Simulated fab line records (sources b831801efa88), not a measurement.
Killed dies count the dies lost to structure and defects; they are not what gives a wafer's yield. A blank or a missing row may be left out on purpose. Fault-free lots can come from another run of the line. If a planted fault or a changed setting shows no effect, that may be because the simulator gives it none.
Chamber matching | flow gf180mcu | GF_CONTACT_CMP_04 on cmp-01 has 4 sister chambers
The step polishes SiO2. 16 wafers are shown with their chamber, then 8 later ones without.

## WAFERS PAIRED WITH THEIR CHAMBERS
wafer  | chamber | motor_current_A (A) | time_to_endpoint_s (s) | retaining_ring_pressure_frac
L150.1 | 1       | 10.6                | 106                    | 1.006
L150.2 | 0       | 13.1                | 109                    | 1.003
L150.3 | 2       | 12.9                | 105                    | 1.001
L152.1 | 1       | 11.1                | 106                    | 0.996
L152.4 | 0       | 12.9                | 113                    | 1.004
L152.5 | 2       | 13.3                | 113                    | 1.005
L154.1 | 3       | 10.7                | 104                    | 0.995
L154.3 | 2       | 13.5                | 105                    | 0.999
L154.5 | 3       | 11.2                | 111                    | 0.990
L156.3 | 1       | 10.8                | 108                    | 0.990
L156.4 | 3       | 10.8                | 111                    | 1.011
L156.5 | 3       | 10.3                | 111                    | 1.006
L159.2 | 0       | 12.8                | 107                    | 0.999
L159.3 | 3       | 11.0                | 106                    | 0.994
L159.6 | 3       | 10.5                | 105                    | 0.999
L163.1 | 2       | 13.7                | 105                    | 0.997

SIGNATURES (averages over the wafers above)
reading                      | chamber 0 | chamber 1 | chamber 2 | chamber 3 | scatter within a chamber
motor_current_A              | 12.933    | 10.833    | 13.350    | 10.750    | 0.297
time_to_endpoint_s           | 109.67    | 106.67    | 107.00    | 108.00    | 3.23
retaining_ring_pressure_frac | 1.00200   | 0.99733   | 1.00050   | 0.99917   | 0.00642
Rule: a wafer's distance from a chamber is the root of the sum, over the readings, of the square of ((its reading less the chamber's mean) divided by the reading's scatter). The wafer belongs to the nearest chamber; if the next one is less than 2 further off, it can't be placed. How the scatter is found: for the shown wafers, subtract from each reading the mean of its chamber, square and add these, divide the total by (wafers less chambers), then take the root.

## WAFERS WITHOUT THEIR CHAMBER
wafer  | motor_current_A (A) | time_to_endpoint_s (s) | retaining_ring_pressure_frac
L163.2 | 12.3                | 106                    | 0.997
L163.3 | 11.1                | 102                    | 1.001
L164.4 | 12.9                | 107                    | 0.994
L164.5 | 12.9                | 112                    | 1.001
L164.6 | 11.2                | 111                    | 1.006
L169.3 | 10.5                | 107                    | 1.003
L169.4 | 14.2                | 109                    | 1.000
L169.6 | 10.8                | 109                    | 0.996

## WHICH CHAMBER EACH ONE RAN IN
wafer  | from the rows above     | in truth
L163.2 | can't be placed: 0 or 2 | 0
L163.3 | can't be placed: 1 or 3 | 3
L164.4 | can't be placed: 0 or 2 | 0
L164.5 | can't be placed: 0 or 2 | 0
L164.6 | can't be placed: 3 or 1 | 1
L169.3 | can't be placed: 3 or 1 | 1
L169.4 | can't be placed: 2 or 0 | 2
L169.6 | can't be placed: 3 or 1 | 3
Correct placement for 0 of the 8. From these rows, 8 cannot be placed; in 8 the true chamber is one of the candidates. Placed wrongly: 0.
